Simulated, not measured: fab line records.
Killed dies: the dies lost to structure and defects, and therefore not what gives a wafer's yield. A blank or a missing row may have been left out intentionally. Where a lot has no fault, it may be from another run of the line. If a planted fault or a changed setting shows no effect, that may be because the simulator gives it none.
Chamber matching | flow gf180mcu | 4 sister chambers for GF_SAB_ETCH_11 on rie-diel-01
The step etches SiO2 in C4F8/O2/Ar, target depth 55 nm, time 8.5 s. 14 wafers are shown with their chamber, then 7 later ones without.

## WAFERS PAIRED WITH THEIR CHAMBERS
wafer  | chamber | oes-product-au (a.u.)
L423.1 | 0       | 0.996
L423.5 | 3       | 1.011
L423.6 | 0       | 0.990
L426.1 | 2       | 0.983
L426.3 | 3       | 1.011
L426.4 | 0       | 0.983
L433.2 | 3       | 1.012
L433.4 | 2       | 0.989
L433.6 | 1       | 1.012
L435.1 | 0       | 0.994
L435.3 | 3       | 1.007
L435.5 | 0       | 0.990
L439.1 | 3       | 0.997
L439.2 | 0       | 1.002

SIGNATURES (means of the wafers above)
reading        | chamber 0 | chamber 1 | chamber 2 | chamber 3 | scatter within a chamber
oes-product-au | 0.99250   | 1.01200   | 0.98600   | 1.00760   | 0.00617
Rule: distance of a wafer from a chamber = root of the sum over the readings of ((wafer's reading minus chamber's mean) / reading's scatter) squared. If the next closest chamber is less than 2 further off than the closest, the wafer can't be placed; otherwise it belongs to the closest. The scatter: the root of (the sum of the squares of (reading less its chamber's mean) over the shown wafers, divided by (wafers less chambers)).

## WAFERS WHOSE CHAMBER IS MISSING
wafer  | oes-product-au (a.u.)
L439.5 | 0.990
L441.1 | 0.995
L441.2 | 0.995
L441.4 | 0.995
L442.2 | 0.982
L442.3 | 1.000
L442.4 | 0.997

## THE CHAMBER EACH PASSED THROUGH
wafer  | from the rows above               | in truth
L439.5 | can't be placed: 0 or 2           | 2
L441.1 | can't be placed: 0 or 2 or 3      | 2
L441.2 | can't be placed: 0 or 2 or 3      | 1
L441.4 | can't be placed: 0 or 2 or 3      | 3
L442.2 | can't be placed: 2 or 0           | 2
L442.3 | can't be placed: 0 or 3 or 1 or 2 | 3
L442.4 | can't be placed: 0 or 3 or 2 or 1 | 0
Placed correctly: 0 of 7. Not placeable from these rows: 7 (in 6, the candidates include the true chamber). Number placed wrongly: 0.
